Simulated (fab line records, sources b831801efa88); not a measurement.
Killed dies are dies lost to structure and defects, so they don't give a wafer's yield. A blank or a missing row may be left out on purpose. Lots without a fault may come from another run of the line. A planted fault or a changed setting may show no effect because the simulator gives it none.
fab line records | flow gf180mcu
record lots=6 wafers=18 last_day=33
route steps=602 shown NSD@242 PSD@248
lots that met no fault: from a run of the same line without faults
start_h: hours from the record's first day to the start of the lot's first wafer shown | wait_h: hours since the lot's step before | " the same as in the row above | L1.1+2: a row that stands for several wafers | - no value, or no start given | * or withheld: withheld | < > ~ a bound
route shown NAME@n: a module of which the file shows steps, and the number in the route of the first | usual: mean/standard deviation of fault-free wafers | same: alike in all rows | chamber/n: place in a boat | sites: the reading at each site | _std_site: their standard deviation | _edge_site: outer sites' mean less inner sites' | radius_mm: how far each site lies from the wafer's centre | mask NAME#n: copy n | behind: the tool/chamber that last shaped the wafer | hold: why the lot was held/for how many hours/how that ended | device: the transistor (n, p or np) that didn't switch | end of line: the same wafers' tests at the end of the route | a step without rows: its recipe alone | killed: dies lost to structure and defects at the first sort, not the wafer's yield | map: a wafer's dies, x killed, . not, _ none there
set.NAME: the setting as run; set.NAME@STEP: as run at that earlier step | model.NAME: the simulator's own value behind a step, which no gauge read
lots at some steps of the route; a table a step, a row a wafer
services: from which hour (start_h, from the record's first day; less than 0 if before it) a tool's chamber was out of use, for how many hours, and why
## steps
# step GF_NSD_CD_MEAS_07
# recipe target_cd_nm=400
# usual cd_nm=400.1/2.3
# columns lot.wafer tool chamber start_h wait_h cd_nm
L567.2 cd_sem-01 - 317.19 0.1 402.0
L567.5 " - " " 401.5
L567.6 " - " " 401.3
L568.1 cd_sem-01 - 332.22 0.1 397.5
L568.2 " - " " 397.9
L568.6 " - " " 398.2
L572.1 cd_sem-02 - 360.72 0.1 401.2
L572.2 " - " " 402.6
L572.6 " - " " 401.2
L573.2 cd_sem-01 - 366.59 0.1 401.9
L573.3 " - " " 401.0
L573.5 " - " " 402.3
L582.4 cd_sem-02 - 455.70 0.2 402.1
L582.5 " - " " 399.4
L582.6 " - " " 398.9
L584.4 cd_sem-01 - 462.98 0.1 401.5
L584.5 " - " " 402.8
L584.6 " - " " 402.2
# step GF_NSD_OVL_MEAS_08
# usual NSD_OVL=0.2/1.1
# columns lot.wafer tool chamber start_h wait_h NSD_OVL[nm]
L567.2 overlay-02 - 317.30 0.1 -0.2
L567.5 " - " " 1.1
L567.6 " - " " -0.1
L568.1 overlay-01 - 332.34 0.1 -0.3
L568.2 " - " " -0.7
L568.6 " - " " -0.4
L572.1 overlay-01 - 360.84 0.1 1.9
L572.2 " - " " 1.5
L572.6 " - " " 1.8
L573.2 overlay-01 - 366.70 0.1 1.5
L573.3 " - " " 1.0
L573.5 " - " " 2.3
L582.4 overlay-02 - 455.78 0.1 0.8
L582.5 " - " " -0.7
L582.6 " - " " -1.0
L584.4 overlay-01 - 463.06 0.1 0.0
L584.5 " - " " 0.8
L584.6 " - " " -1.3
# step GF_NSD_IMPLANT_09
# recipe species=As energy_kev=60 dose_cm2=4e+15 tilt_deg=7
# step GF_NSD_IMPLANT_10
# recipe species=P energy_kev=40 dose_cm2=5e+14 tilt_deg=7
# step GF_NSD_STRIP_11
# recipe chemistry=O2/N2 power_w=1400 pressure_mtorr=1500 platen_temp_c=250 o2_flow_sccm=3000 n2_flow_sccm=300 overash_fraction=0.5
# usual drypump_motor_current_A=6.1/0.46 heater_power_w=333/15 o2_flow_sccm=3000/9.7 oes_product_au=0.487/0.0049 strip_time_to_endpoint_s=22.948/0.028
# columns lot.wafer tool chamber start_h wait_h drypump_motor_current_A heater_power_w o2_flow_sccm oes_product_au rf_hours_counter_h strip_time_to_endpoint_s
L567.2 plasma_asher-01 1 317.63 0.1 6.2 333 2998 0.489 23 22.973
L567.5 " 0 " " 6.6 340 3006 0.498 - 22.947
L567.6 " 1 " " 6.2 345 2992 0.494 - 22.953
L568.1 plasma_asher-03 1 332.68 0.1 5.5 318 3004 0.483 58 22.976
L568.2 " 0 " " 5.5 315 3006 0.481 58 22.940
L568.6 " 0 " " 5.5 309 3011 0.485 - 22.934
L572.1 plasma_asher-03 0 361.18 0.1 5.5 309 2991 0.491 61 22.934
L572.2 " 1 " " 5.5 322 3004 0.484 61 22.950
L572.6 " 0 " " 5.5 314 2977 0.490 - 22.918
L573.2 plasma_asher-04 1 367.03 0.1 6.6 345 3001 0.490 66 22.932
L573.3 " 0 " " 6.3 336 3012 0.482 - 22.970
L573.5 " 1 " " 6.6 347 3001 0.494 - 22.929
L582.4 plasma_asher-01 1 456.13 0.1 6.2 345 2995 0.486 - 22.996
L582.5 " 0 " " 6.6 332 2996 0.485 - 22.933
L582.6 " 1 " " 6.2 343 2980 0.486 - 22.943
L584.4 plasma_asher-04 0 463.41 0.1 6.3 337 3022 0.488 - 22.958
L584.5 " 1 " " 6.6 354 3003 0.493 - 22.923
L584.6 " 0 " " 6.3 326 3021 0.494 - 22.954
# step GF_NSD_TW_MEAS_12
# usual NSD_TW=4229/48
# columns lot.wafer tool chamber start_h wait_h NSD_TW
L567.2 film_metro-03 - 317.74 0.1 4244
L567.5 " - " " 4274
L567.6 " - " " 4238
L568.1 film_metro-02 - 332.78 0.1 4278
L568.2 " - " " 4232
L568.6 " - " " 4256
L572.1 film_metro-04 - 361.28 0.1 4168
L572.2 " - " " 4192
L572.6 " - " " 4200
L573.2 film_metro-03 - 367.14 0.1 4272
L573.3 " - " " 4273
L573.5 " - " " 4276
L582.4 film_metro-03 - 456.23 0.1 4290
L582.5 " - " " 4291
L582.6 " - " " 4291
L584.4 film_metro-02 - 463.51 0.1 4257
L584.5 " - " " 4261
L584.6 " - " " 4277
# step GF_PSD_DEHYDRATE_00
# recipe temp_c=200 time_s=60
# step GF_PSD_HMDS_01
# recipe prime_time_s=60 prime_temp_c=120
# step GF_PSD_COAT_02
# recipe resist=NOVOLAK spin_rpm=3000 resist_thk_nm=1000
# step GF_PSD_SOFTBAKE_03
# recipe temp_c=90 time_s=60 resist=NOVOLAK
# step GF_PSD_EXPOSE_04
# recipe mask_id=Pplus target_cd_nm=400 na=0.6 source_shape=conventional sigma_outer=0.6 dose_mj=140
# step GF_PSD_PEB_05
# recipe temp_c=withheld time_s=* resist=NOVOLAK
# step GF_PSD_DEVELOP_06
# recipe develop_time_s=60 dev_temp_c=23
# usual chill_plate_temp_C=23.00/0.11 develop_time_s=60/0
# columns lot.wafer tool chamber start_h wait_h chill_plate_temp_C develop_time_s
L567.2 litho_track-01 0 339.15 0.1 22.99 60
L567.5 " 0 " " 22.87 60
L567.6 " 0 " " 22.98 60
L568.1 litho_track-03 0 353.74 0.1 22.97 60
L568.2 " 0 " " 22.91 60
L568.6 " 0 " " 22.85 60
L572.1 litho_track-03 - 383.79 0.1 - -
L572.2 " - " " - -
L572.6 " - " " - -
L573.2 litho_track-04 - 389.15 0.1 - -
L573.3 " - " " - -
L573.5 " - " " - -
L582.4 litho_track-04 0 480.20 0.1 23.11 60
L582.5 " 0 " " 23.04 60
L582.6 " 0 " " 23.14 60
L584.4 litho_track-03 0 487.26 0.1 23.02 60
L584.5 " 0 " " 23.00 60
L584.6 " 0 " " 23.03 60
# step GF_PSD_CD_MEAS_07
# recipe target_cd_nm=400
# usual cd_nm=400.9/2.2
# columns lot.wafer tool chamber start_h wait_h cd_nm
L567.2 cd_sem-01 - 339.29 0.1 401.5
L567.5 " - " " 401.9
L567.6 " - " " 404.0
L568.1 cd_sem-01 - 353.89 0.1 398.0
L568.2 " - " " 397.2
L568.6 " - " " 396.3
L572.1 cd_sem-02 - 383.94 0.1 -
L572.2 " - " " -
L572.6 " - " " -
L573.2 cd_sem-02 - 389.29 0.1 -
L573.3 " - " " -
L573.5 " - " " -
L582.4 cd_sem-01 - 480.33 0.1 400.1
L582.5 " - " " 400.6
L582.6 " - " " 400.2
L584.4 cd_sem-01 - 487.40 0.1 398.9
L584.5 " - " " 398.8
L584.6 " - " " 400.0
## services
# columns tool chamber start_h hours kind
plasma_asher-01 - 326.38 4.5 repair
plasma_asher-04 - 421.25 9.0 pm
plasma_asher-04 0 421.25 9.0 vent_cycle
plasma_asher-04 1 421.25 9.0 vent_cycle
plasma_asher-04 0 430.25 - clean
plasma_asher-04 1 430.25 - clean
## key
first_sign step=GF_PSD_DEVELOP_06 reading=tool_record direction=missing
effect none on later readings
met_at GF_PSD_DEVELOP_06
struck_wafers L572.1,L572.2,L572.6,L573.2,L573.3,L573.5
sort_left_out L572.1,L572.2,L572.6,L573.2,L573.3,L573.5
tester_left_out L572,L573
onset_between 353.74 383.79
fault kind=skipped_step_whole tool=litho_track-03,litho_track-04 chamber=- onset_h=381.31 steps=GF_PSD_DEVELOP_06 scope=struck_lots_only
# tester_left_out: of these lots the tester's yield and bins aren't shown, on N5 and GAA mostly nor the transistor test; their killed dies are dies lost to structure and defects alone, not to doping, threshold or leakage, so they don't give the yield
# sort_left_out: the simulated sort isn't trusted on such a fault, so these wafers' sort isn't shown, and their yield isn't known
